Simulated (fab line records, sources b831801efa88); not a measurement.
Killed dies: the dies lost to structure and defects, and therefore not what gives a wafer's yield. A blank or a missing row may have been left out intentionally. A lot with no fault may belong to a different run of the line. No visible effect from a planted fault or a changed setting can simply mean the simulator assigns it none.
fab line records	flow sfq-line
record: lots: 14	wafers: 42	last-day: 83
route steps=325 shown L0@12 L0V@20 JJ@196 M5@207 R5@214
lots that met no fault: taken from a fault-free run of the same line
start-h: the number of hours between the record's first day and the start of the first shown wafer of the lot	wait-h: how many hours have passed since the lot's step before this one	" identical to the entry in the row above	L1.1+2: a row that stands for several wafers	- no value present, or no start provided	* or withheld: withheld	< > ~ a bound
route shown NAME@n: a module of which the file shows steps, and the number in the route of the first	usual: mean and standard deviation over wafers with no fault	same: alike in all rows	chamber/n: place in a boat	sites: the reading at each site	_std_site: their standard deviation	_edge_site: the outer-site mean with the inner-site mean subtracted	radius-mm: for every site, how far away it sits from the centre of the wafer	mask NAME#n: copy n	behind: the last tool/chamber to shape the wafer	hold: the reason the lot was held/the length of the hold in hours/how it ended	device: the n, p or np transistor that did not switch	end of line: at the end of the route, the tests of the same wafers	a step without rows: its recipe alone	killed: the dies lost at the first sort to structure and to defects; this is not the yield of the wafer	map: a wafer's dies, marking killed ones x, the rest . and places with no die _
set.NAME: the run value of the setting; set.NAME@STEP: its run value at that earlier step	model.NAME: the simulator's own value behind a step, which no gauge read
a sample of lots followed through the steps of the route, with each step as a table and each wafer as a row
services: the hour from which a tool's chamber was out of use, counted from the record's first day as start-h (under 0 if before that day), plus the number of hours and why
== steps ==
step: SFQ_TRILAYER_L0_BARC_OPEN_METAL_ETCH_010
recipe: mask-material: PR	chemistry: O2	target-depth-nm: 125	target: BARC	icp-w: 600	bias-w: 80	pressure-mtorr: 10	time-s: 41.7
usual: bias-w: 80.03/0.24	chamber-pressure-mTorr: 9.999/0.0085	drypump-motor-current-A: 5.3/0.36	oes-product-au: 0.685/0.0046
lot.wafer	tool	chamber	start-h	wait-h	bias-w	chamber-pressure-mTorr	drypump-motor-current-A	oes-product-au	rf-hours-counter-h
L364.3	rie-metal-04	0	46.84	0.1	79.99	9.984	5.0	0.685	-
L364.4	"	1	"	"	79.89	10.012	5.5	0.682	-
L364.5	"	1	"	"	80.03	10.003	5.5	0.687	-
L367.1	rie-metal-03	0	62.42	0.1	79.74	10.005	4.8	0.690	154
L367.2	"	1	"	"	79.77	10.003	5.8	0.687	2
L367.5	"	1	"	"	80.19	10.003	5.7	0.687	-
L368.2	rie-metal-03	1	70.39	0.1	79.81	9.995	5.7	0.686	3
L368.3	"	1	"	"	80.13	9.992	5.7	0.678	-
L368.4	"	0	"	"	80.13	9.989	4.8	0.688	-
L369.4	rie-metal-03	1	76.41	0.1	-	-	-	-	-
L369.5	"	1	"	"	-	-	-	-	-
L369.6	"	0	"	"	-	-	-	-	-
L370.1	rie-metal-04	0	81.19	0.1	-	-	-	-	-
L370.2	"	1	"	"	-	-	-	-	-
L370.4	"	0	"	"	-	-	-	-	-
L375.1	rie-metal-01	0	105.29	0.1	79.97	10.000	5.2	0.686	61
L375.3	"	1	"	"	79.98	9.984	5.6	0.691	-
L375.4	"	0	"	"	79.59	9.998	5.2	0.683	-
L376.1	rie-metal-01	1	111.29	0.1	80.08	10.017	5.6	0.686	34
L376.4	"	0	"	"	79.79	9.997	5.2	0.694	-
L376.6	"	1	"	"	80.21	9.990	5.6	0.690	-
L378.3	rie-metal-03	1	119.71	0.1	79.86	10.005	5.8	0.684	-
L378.4	"	0	"	"	80.22	9.998	4.7	0.689	-
L378.6	"	1	"	"	80.40	10.009	5.8	0.677	-
L379.3	rie-metal-04	1	124.51	0.1	80.26	10.001	5.4	0.687	-
L379.5	"	0	"	"	79.94	10.009	5.0	0.685	-
L379.6	"	1	"	"	79.74	9.997	5.4	0.683	-
L381.2	rie-metal-03	0	134.84	0.1	80.27	9.999	4.8	0.686	166
L381.3	"	0	"	"	80.17	9.996	4.8	0.681	-
L381.4	"	1	"	"	79.76	10.008	5.7	0.677	-
L382.3	rie-metal-03	1	140.86	0.1	80.30	10.009	5.8	0.685	-
L382.4	"	0	"	"	80.37	9.986	4.8	0.679	-
L382.5	"	1	"	"	80.49	10.008	5.8	0.694	-
L383.2	rie-metal-04	0	144.44	0.1	79.82	10.010	5.0	0.687	100
L383.4	"	0	"	"	79.70	10.003	5.0	0.687	-
L383.5	"	0	"	"	80.10	10.012	5.0	0.684	-
L384.1	rie-metal-01	0	151.64	0.1	79.51	9.988	5.2	0.683	69
L384.5	"	0	"	"	79.54	10.010	5.2	0.685	-
L384.6	"	1	"	"	79.99	10.003	5.6	0.678	-
L385.1	rie-metal-03	0	154.04	0.1	80.13	9.999	4.8	0.678	169
L385.3	"	0	"	"	79.98	9.994	4.8	0.683	-
L385.5	"	1	"	"	79.91	10.002	5.7	0.686	-
step: SFQ_TRILAYER_L0_ETCH_METAL_ETCH_008
recipe: target: MoNx_KI	stop-on: SiO2	mask-material: PR	chemistry: SF6/O2	target-depth-nm: 50	icp-w: 600	bias-w: 80	pressure-mtorr: 10	time-s: 25
usual: bias-w: 80.02/0.25	chamber-pressure-mTorr: 10.000/0.0094	drypump-motor-current-A: 5.3/0.36	oes-product-au: 0.874/0.0061
lot.wafer	tool	chamber	start-h	wait-h	bias-w	chamber-pressure-mTorr	drypump-motor-current-A	oes-product-au	rf-hours-counter-h
L364.3	rie-metal-04	0	46.89	0.0	79.92	9.995	5.0	0.868	-
L364.4	"	1	"	"	79.84	9.989	5.4	0.865	-
L364.5	"	1	"	"	79.62	10.003	5.5	0.868	-
L367.1	rie-metal-03	0	62.48	0.0	80.13	9.999	4.8	0.873	154
L367.2	"	1	"	"	80.46	9.995	5.7	0.883	2
L367.5	"	1	"	"	80.26	9.999	5.7	0.876	-
L368.2	rie-metal-03	1	70.45	0.0	80.07	10.016	5.7	0.872	4
L368.3	"	1	"	"	80.08	10.002	5.7	0.873	-
L368.4	"	0	"	"	80.03	10.000	4.8	0.877	-
L369.4	rie-metal-03	1	76.47	0.0	80.33	9.989	5.7	0.383	-
L369.5	"	1	"	"	79.89	9.996	5.8	0.374	-
L369.6	"	0	"	"	80.35	9.988	4.7	0.379	-
L370.1	rie-metal-04	0	81.25	0.0	80.09	10.015	5.0	0.374	88
L370.2	"	1	"	"	80.39	10.029	5.4	0.378	127
L370.4	"	0	"	"	80.17	9.976	5.0	0.367	-
L375.1	rie-metal-01	0	105.35	0.0	79.91	9.996	5.2	0.865	61
L375.3	"	1	"	"	80.16	9.988	5.6	0.867	-
L375.4	"	0	"	"	80.14	10.000	5.2	0.864	-
L376.1	rie-metal-01	1	111.35	0.0	80.20	9.981	5.6	0.876	34
L376.4	"	0	"	"	80.02	10.001	5.2	0.878	-
L376.6	"	1	"	"	80.03	10.009	5.6	0.882	-
L378.3	rie-metal-03	1	119.77	0.0	79.94	9.995	5.7	0.882	-
L378.4	"	0	"	"	80.10	9.996	4.8	0.877	-
L378.6	"	1	"	"	79.39	9.990	5.8	0.879	-
L379.3	rie-metal-04	1	124.57	0.0	80.09	9.995	5.5	0.871	-
L379.5	"	0	"	"	79.83	10.013	5.0	0.871	-
L379.6	"	1	"	"	80.07	10.018	5.4	0.869	-
L381.2	rie-metal-03	0	134.90	0.0	80.29	9.999	4.8	0.871	166
L381.3	"	0	"	"	80.26	9.994	4.8	0.874	-
L381.4	"	1	"	"	79.91	9.995	5.7	0.867	-
L382.3	rie-metal-03	1	140.92	0.0	79.68	9.999	5.7	0.864	-
L382.4	"	0	"	"	79.66	10.000	4.8	0.875	-
L382.5	"	1	"	"	79.90	10.009	5.7	0.867	-
L383.2	rie-metal-04	0	144.50	0.0	80.22	9.982	5.0	0.883	100
L383.4	"	0	"	"	79.97	9.991	5.1	0.877	-
L383.5	"	0	"	"	79.64	9.995	5.0	0.883	-
L384.1	rie-metal-01	0	151.72	0.1	80.06	9.999	5.2	0.870	69
L384.5	"	0	"	"	79.54	9.999	5.2	0.882	-
L384.6	"	1	"	"	80.26	10.003	5.6	0.883	-
L385.1	rie-metal-03	0	154.10	0.0	80.23	9.991	4.8	0.875	169
L385.3	"	0	"	"	80.02	10.009	4.8	0.867	-
L385.5	"	1	"	"	79.92	10.002	5.8	0.878	-
step: SFQ_TRILAYER_L0_VIA_LITHO_EXPOSE_014
recipe: mask-id: L0V	na: 0.6	source-shape: conventional	sigma-outer: 0.65	target-cd-nm: 700	dose-mj: 21.3
usual: exposure-dose-mJ-cm2: 21.304/0.019	focus-offset-nm: 0.0/0.49	sigma-outer: 0.65/0
lot.wafer	tool	chamber	start-h	wait-h	mask	exposure-dose-mJ-cm2	focus-offset-nm	sigma-outer
L364.3	krf-scanner-02	0	112.78	-	L0V#0	21.307	0.1	0.65
L364.4	"	0	"	"	L0V#0	21.267	0.0	0.65
L364.5	"	0	"	"	L0V#0	21.288	0.0	0.65
L367.1	krf-scanner-02	0	130.38	-	L0V#0	21.319	0.1	0.65
L367.2	"	0	"	"	L0V#0	21.328	0.5	0.65
L367.5	"	0	"	"	L0V#0	21.304	-0.1	0.65
L368.2	krf-scanner-02	0	142.86	-	L0V#0	21.299	0.0	0.65
L368.3	"	0	"	"	L0V#0	21.286	-0.4	0.65
L368.4	"	0	"	"	L0V#0	21.297	0.0	0.65
L369.4	krf-scanner-02	-	150.01	-	L0V#0	-	-	-
L369.5	"	-	"	"	L0V#0	-	-	-
L369.6	"	-	"	"	L0V#0	-	-	-
L370.1	krf-scanner-02	-	154.21	-	L0V#0	-	-	-
L370.2	"	-	"	"	L0V#0	-	-	-
L370.4	"	-	"	"	L0V#0	-	-	-
L375.1	krf-scanner-02	0	183.01	-	L0V#0	21.297	0.9	0.65
L375.3	"	0	"	"	L0V#0	21.300	0.0	0.65
L375.4	"	0	"	"	L0V#0	21.306	-0.7	0.65
L376.1	krf-scanner-02	0	190.21	-	L0V#0	21.303	-0.3	0.65
L376.4	"	0	"	"	L0V#0	21.300	-0.4	0.65
L376.6	"	0	"	"	L0V#0	21.319	-1.0	0.65
L378.3	krf-scanner-02	0	197.81	-	L0V#0	21.296	-0.8	0.65
L378.4	"	0	"	"	L0V#0	21.311	-0.3	0.65
L378.6	"	0	"	"	L0V#0	21.287	0.0	0.65
L379.3	krf-scanner-02	0	206.21	-	L0V#0	21.317	0.4	0.65
L379.5	"	0	"	"	L0V#0	21.320	0.9	0.65
L379.6	"	0	"	"	L0V#0	21.321	0.3	0.65
L381.2	krf-scanner-02	0	221.41	-	L0V#0	21.330	-0.8	0.65
L381.3	"	0	"	"	L0V#0	21.292	-0.5	0.65
L381.4	"	0	"	"	L0V#0	21.320	-0.4	0.65
L382.3	krf-scanner-02	0	227.61	-	L0V#0	21.322	0.2	0.65
L382.4	"	0	"	"	L0V#0	21.296	0.0	0.65
L382.5	"	0	"	"	L0V#0	21.275	0.5	0.65
L383.2	krf-scanner-02	0	229.81	-	L0V#0	21.298	-0.2	0.65
L383.4	"	0	"	"	L0V#0	21.288	-0.3	0.65
L383.5	"	0	"	"	L0V#0	21.261	-0.1	0.65
L384.1	krf-scanner-02	0	239.21	-	L0V#0	21.277	-0.7	0.65
L384.5	"	0	"	"	L0V#0	21.288	-0.5	0.65
L384.6	"	0	"	"	L0V#0	21.310	-0.3	0.65
L385.1	krf-scanner-02	0	-	-	L0V#0	21.295	-1.1	0.65
L385.3	"	0	"	"	L0V#0	21.293	0.5	0.65
L385.5	"	0	"	"	L0V#0	21.317	-0.3	0.65
step: SFQ_TRILAYER_JJ_CE_STRIP_STRIP_120
recipe: gas: O2	power-w: 205.8	platen-temp-c: 40	overash-fraction: 0.65	chemistry: O2	pressure-mtorr: 50
usual: drypump-motor-current-A: 5.3/0.38	oes-product-au: 1.003/0.0079
same: overash-fraction: 0.65
lot.wafer	tool	chamber	start-h	wait-h	drypump-motor-current-A	oes-product-au	rf-hours-counter-h
L364.3	rie-metal-01	0	1100.02	0.2	5.2	1.024	-
L364.4	"	1	"	"	5.6	1.014	-
L364.5	"	0	"	"	5.2	1.018	-
L367.1	rie-metal-03	0	1128.62	0.0	4.8	0.994	148
L367.2	"	1	"	"	5.8	1.008	17
L367.5	"	1	"	"	5.7	1.000	-
L368.2	rie-metal-04	1	1142.93	0.0	5.5	1.003	113
L368.3	"	1	"	"	5.5	0.988	-
L368.4	"	0	"	"	5.0	0.989	-
L369.4	rie-metal-03	0	1162.33	0.2	4.8	0.997	-
L369.5	"	1	"	"	5.7	1.003	-
L369.6	"	0	"	"	4.8	0.994	-
L370.1	rie-metal-04	0	1169.78	0.0	5.0	1.000	89
L370.2	"	1	"	"	5.4	1.011	117
L370.4	"	0	"	"	5.0	1.007	-
L375.1	rie-metal-04	1	1222.52	0.0	5.4	0.990	123
L375.3	"	1	"	"	5.4	0.997	-
L375.4	"	0	"	"	5.0	0.996	-
L376.1	rie-metal-03	1	1230.96	0.0	5.8	1.015	29
L376.4	"	0	"	"	4.8	1.007	-
L376.6	"	1	"	"	5.8	1.007	-
L378.3	rie-metal-03	1	1235.43	0.4	5.7	1.002	-
L378.4	"	1	"	"	5.7	0.997	-
L378.6	"	1	"	"	5.8	1.018	-
L379.3	rie-metal-03	1	1237.83	0.4	5.7	1.006	-
L379.5	"	1	"	"	5.7	1.015	-
L379.6	"	1	"	"	5.7	1.015	-
L381.2	rie-metal-01	0	1254.23	0.0	5.2	1.005	79
L381.3	"	1	"	"	5.6	1.011	-
L381.4	"	0	"	"	5.2	1.003	-
L382.3	rie-metal-03	0	1260.43	0.2	4.8	1.000	-
L382.4	"	1	"	"	5.8	1.017	-
L382.5	"	1	"	"	5.7	1.010	-
L383.2	rie-metal-01	0	1266.23	0.0	5.2	1.001	80
L383.4	"	0	"	"	5.2	0.999	-
L383.5	"	1	"	"	5.7	0.996	-
L384.1	rie-metal-03	1	1271.03	0.0	5.8	1.011	36
L384.5	"	0	"	"	4.8	1.009	-
L384.6	"	1	"	"	5.7	1.006	-
L385.1	rie-metal-01	0	1275.83	0.0	5.2	1.010	81
L385.3	"	0	"	"	5.2	1.009	-
L385.5	"	0	"	"	5.2	1.009	-
step: SFQ_TRILAYER_M5_STRIP_STRIP_127
recipe: gas: O2	power-w: 200	platen-temp-c: 40	overash-fraction: 0.65	chemistry: O2	pressure-mtorr: 50
usual: drypump-motor-current-A: 5.30/0.28	oes-product-au: 1.000/0.0079
same: overash-fraction: 0.65
lot.wafer	tool	chamber	start-h	wait-h	drypump-motor-current-A	oes-product-au	rf-hours-counter-h
L364.3	rie-metal-02	0	1239.59	0.3	5.29	1.008	-
L364.4	"	1	"	"	5.25	0.994	-
L364.5	"	1	"	"	5.24	0.991	-
L367.1	rie-metal-04	0	1262.19	0.1	5.03	0.984	102
L367.2	"	1	"	"	5.45	0.995	129
L367.5	"	1	"	"	5.45	0.990	-
L368.2	rie-metal-03	1	1278.99	0.1	5.79	1.017	37
L368.3	"	0	"	"	4.77	1.007	-
L368.4	"	1	"	"	5.77	1.005	-
L369.4	rie-metal-04	1	1294.79	0.3	5.45	0.996	-
L369.5	"	0	"	"	5.07	0.997	-
L369.6	"	1	"	"	5.45	0.996	-
L370.1	rie-metal-02	0	1298.63	0.1	5.30	0.997	64
L370.2	"	1	"	"	5.29	0.999	108
L370.4	"	0	"	"	5.30	1.006	-
L375.1	rie-metal-02	0	1352.75	0.1	5.28	0.996	72
L375.3	"	0	"	"	5.27	0.993	-
L375.4	"	1	"	"	5.27	0.989	-
L376.1	rie-metal-04	0	1359.95	0.1	5.04	0.998	117
L376.4	"	1	"	"	5.46	1.009	-
L376.6	"	0	"	"	5.03	1.001	-
L378.3	rie-metal-03	1	1366.79	0.3	5.74	1.004	-
L378.4	"	0	"	"	4.75	0.992	-
L378.6	"	0	"	"	4.77	0.996	-
L379.3	rie-metal-02	1	1367.99	0.3	5.26	0.984	-
L379.5	"	0	"	"	5.27	0.996	-
L379.6	"	1	"	"	5.25	0.987	-
L381.2	rie-metal-02	0	1384.59	0.1	5.30	0.997	79
L381.3	"	1	"	"	5.26	0.997	-
L381.4	"	0	"	"	5.28	1.003	-
L382.3	rie-metal-04	1	1389.59	0.3	5.45	1.007	-
L382.4	"	0	"	"	5.03	0.995	-
L382.5	"	1	"	"	5.46	0.988	-
L383.2	rie-metal-04	1	1394.19	0.1	5.45	1.007	2
L383.4	"	0	"	"	5.04	1.007	-
L383.5	"	1	"	"	5.45	1.006	-
L384.1	rie-metal-02	1	1397.79	0.1	5.27	0.992	122
L384.5	"	0	"	"	5.29	1.006	-
L384.6	"	1	"	"	5.24	0.992	-
L385.1	rie-metal-04	1	1401.39	0.1	5.43	1.002	3
L385.3	"	0	"	"	5.04	0.999	-
L385.5	"	1	"	"	5.42	0.999	-
step: SFQ_TRILAYER_R5_DEP_SPUTTER_134
recipe: material: Ti	base-pressure-pa: 1.33e-06	target-thk-nm: 5	power-w: 2000	time-s: 5	chamber-pressure-pa: 0.4
usual: throttle-valve-pct: 29.8/0.98
lot.wafer	tool	chamber	start-h	wait-h	throttle-valve-pct
L364.3	pvd-sputter-05	-	1245.65	0.0	29.7
L364.4	"	-	"	"	30.2
L364.5	"	-	"	"	30.4
L367.1	pvd-sputter-06	-	1269.78	0.0	30.6
L367.2	"	-	"	"	28.1
L367.5	"	-	"	"	28.3
L368.2	pvd-sputter-04	-	1284.14	0.0	28.3
L368.3	"	-	"	"	30.9
L368.4	"	-	"	"	30.9
L369.4	pvd-sputter-05	-	1299.73	0.0	29.8
L369.5	"	-	"	"	30.4
L369.6	"	-	"	"	29.8
L370.1	pvd-sputter-06	-	1306.30	0.0	29.0
L370.2	"	-	"	"	30.6
L370.4	"	-	"	"	30.4
L375.1	pvd-sputter-05	-	1372.84	0.0	30.2
L375.3	"	-	"	"	28.4
L375.4	"	-	"	"	29.8
L376.1	pvd-sputter-05	-	1379.14	0.0	29.7
L376.4	"	-	"	"	30.2
L376.6	"	-	"	"	30.2
L378.3	pvd-sputter-05	-	1390.54	0.0	29.6
L378.4	"	-	"	"	30.4
L378.6	"	-	"	"	30.3
L379.3	pvd-sputter-04	-	1391.14	0.0	31.1
L379.5	"	-	"	"	28.9
L379.6	"	-	"	"	30.6
L381.2	pvd-sputter-04	-	1405.54	0.0	31.0
L381.3	"	-	"	"	30.7
L381.4	"	-	"	"	28.1
L382.3	pvd-sputter-05	-	1408.54	0.0	28.3
L382.4	"	-	"	"	30.6
L382.5	"	-	"	"	30.3
L383.2	pvd-sputter-04	-	1411.54	0.0	30.9
L383.4	"	-	"	"	30.9
L383.5	"	-	"	"	30.5
L384.1	pvd-sputter-06	-	1412.14	0.0	30.4
L384.5	"	-	"	"	30.3
L384.6	"	-	"	"	28.7
L385.1	pvd-sputter-04	-	1414.54	0.0	28.4
L385.3	"	-	"	"	31.1
L385.5	"	-	"	"	30.8
== services ==
tool	chamber	start-h	hours	kind
krf-scanner-02	-	28.04	4.4	pm
krf-scanner-02	-	48.01	1.0	pm
krf-scanner-02	-	54.97	0.6	repair
krf-scanner-02	-	60.36	4.0	pm
krf-scanner-02	-	67.20	0.8	repair
krf-scanner-02	-	132.78	1.3	pm
krf-scanner-02	-	136.27	3.3	repair
krf-scanner-02	-	141.92	0.7	repair
krf-scanner-02	-	147.46	0.8	pm
rie-metal-03	1	185.83	1.6	repair
krf-scanner-02	-	216.61	1.0	pm
rie-metal-04	-	306.02	0.2	repair
krf-scanner-02	-	309.21	1.3	pm
krf-scanner-02	-	315.31	0.8	pm
krf-scanner-02	-	370.14	3.6	pm
krf-scanner-02	-	385.69	1.0	pm
rie-metal-04	1	461.52	3.9	repair
rie-metal-03	-	749.91	2.8	pm
rie-metal-04	-	810.85	1.4	pm
rie-metal-04	-	816.94	14.6	pm
rie-metal-03	1	855.43	5.3	repair
rie-metal-04	-	1063.70	2.8	pm
rie-metal-03	-	1297.34	1.4	pm
rie-metal-03	0	1348.24	17.1	repair
== key ==
first-sign: step: SFQ_TRILAYER_L0_BARC_OPEN_METAL_ETCH_010	reading: tool-record	direction: missing
effect: step: SFQ_TRILAYER_L0_ETCH_METAL_ETCH_008	reading: oes-product-au	direction: down	sigmas: 82	usual: 0.874	struck: 0.376
effect: step: SFQ_TRILAYER_L0_VIA_LITHO_EXPOSE_014	reading: tool-record	direction: missing
met-at SFQ_TRILAYER_L0_BARC_OPEN_METAL_ETCH_010
struck-lots L369,L370
not-acting-at SFQ_TRILAYER_JJ_CE_STRIP_STRIP_120,SFQ_TRILAYER_M5_STRIP_STRIP_127,SFQ_TRILAYER_R5_DEP_SPUTTER_134
onset-between 70.39 76.41
fault: kind: skipped-step-whole	tool: rie-metal-03,rie-metal-04	chamber: -	onset-h: 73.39	steps: SFQ_TRILAYER_L0_BARC_OPEN_METAL_ETCH_010	scope: struck-lots-only
